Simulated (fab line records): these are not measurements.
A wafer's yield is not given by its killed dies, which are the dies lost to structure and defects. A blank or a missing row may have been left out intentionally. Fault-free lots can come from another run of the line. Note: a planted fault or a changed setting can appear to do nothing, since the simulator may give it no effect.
Problem report in the 8D (eight disciplines) form, filled by code :: flow gf180mcu :: the parts of the form that need people (team, actions taken, sign-off) are left out

## 1. THE ISSUE
Wafers free of any fault read 1168.6 ohm/sq (standard deviation 2.7) for MVPSD_RS at GF_VT_IMPLANT_RS_MEAS_49, against a mean of 1102.0 ohm/sq on 6 wafers of 2 lots. Relative to the usual mean, that is a shift of -25 standard deviations.
The step: measures by four-point-probe.
Earliest sighting: wafer L825.2 on film metro-04 at day 11 03:14. At this step, 39 wafers from 13 lots have a number in the record. The rule behind "out" and "out of limits": a value lying over 4 standard deviations away from the usual mean. The rest of the wafers with a number are treated as sound.

## 2. WHAT IT IS, AND WHAT IT ISN'T
question: which readings at this step
is: MVPSD_RS
is not: -

question: which lots
is: L825, L826
is not: L813, L815, L816, L819, L820, L821, L822, L830, L832, L835, L836

question: which wafers of those lots
is: all that have a number
is not: -

question: read on which gauges
is: film metro-01, film metro-04
is not: film metro-03

question: when
is: from day 11 03:14
is not: up to then (21 sound wafers); but 12 sound wafers of L830, L832, L835, L836 came after

## 3. THE SUSPECTS, EACH WITH WHAT RULES IT OUT
Counting: a tool at any process step up to the reading remains a suspect when it ran all the lots that are out and ran no sound lot after the first of those.
- the gauge at GF_VT_IMPLANT_RS_MEAS_49 is ruled out. Those wafers that are out were read across 2 gauges (film metro-01, film metro-04).
- implanter-03 at GF_MVPSD_IMPLANT_08: kept. It processed each lot that is out, first L825 at day 8 03:51, and no sound lot thereafter; up to then, the last sound lot it processed was L820 at day 6 18:55. Its own readings are out on those wafers: beam on s, faraday current uA.
Left after counting: implanter-03 at GF_MVPSD_IMPLANT_08.

## 4. THE CAUSE (what the simulator had put in)
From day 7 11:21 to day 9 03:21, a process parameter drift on implanter-03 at GF_MVPSD_IMPLANT_08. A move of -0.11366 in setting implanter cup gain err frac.
The count eliminated every tool but this one.

## 5. THE CHAIN OF EFFECTS, in route order
Rows list readings where the struck wafers' mean (over those with a number) sits beyond 3 standard deviations from the usual. Only readings for which the record gives a usual standard deviation are gone through. hours: the time from each lot's start at the first step in this table that gives one to its start at this step, as a median over the lots. sigmas: the change in usual standard deviations.
hours: 0
step: GF_MVPSD_IMPLANT_08
reading: beam on s
usual: 9.98 s
on struck wafers: 11.34
change: +1.36
sigmas: +7.5

hours: 0
step: GF_MVPSD_IMPLANT_08
reading: faraday current uA
usual: 84.8
on struck wafers: 74.5
change: -10.2
sigmas: -6.4

hours: 72
step: GF_VT_IMPLANT_RS_MEAS_49
reading: MVPSD_RS
usual: 1168.6 ohm/sq
on struck wafers: 1102.0
change: -66.6
sigmas: -25
The process steps in it:
- GF_MVPSD_IMPLANT_08

## 6. WHAT WOULD HAVE CAUGHT IT SOONER
Counted from the fault's start at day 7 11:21, it took 88 hours until the first out-of-limits reading at a measuring or inspecting step in this record, taken at day 11 03:14.
Tool's own readings at GF_MVPSD_IMPLANT_08, beam on s, faraday current uA: out on all struck wafers the step has rows for; an alarm limit on them would have tripped on the first.
Each of the lots that are out, 2 in all, had begun GF_MVPSD_IMPLANT_08 on implanter-03 no later than day 11 03:14. Tool hold at that time: it would have spared none of them.
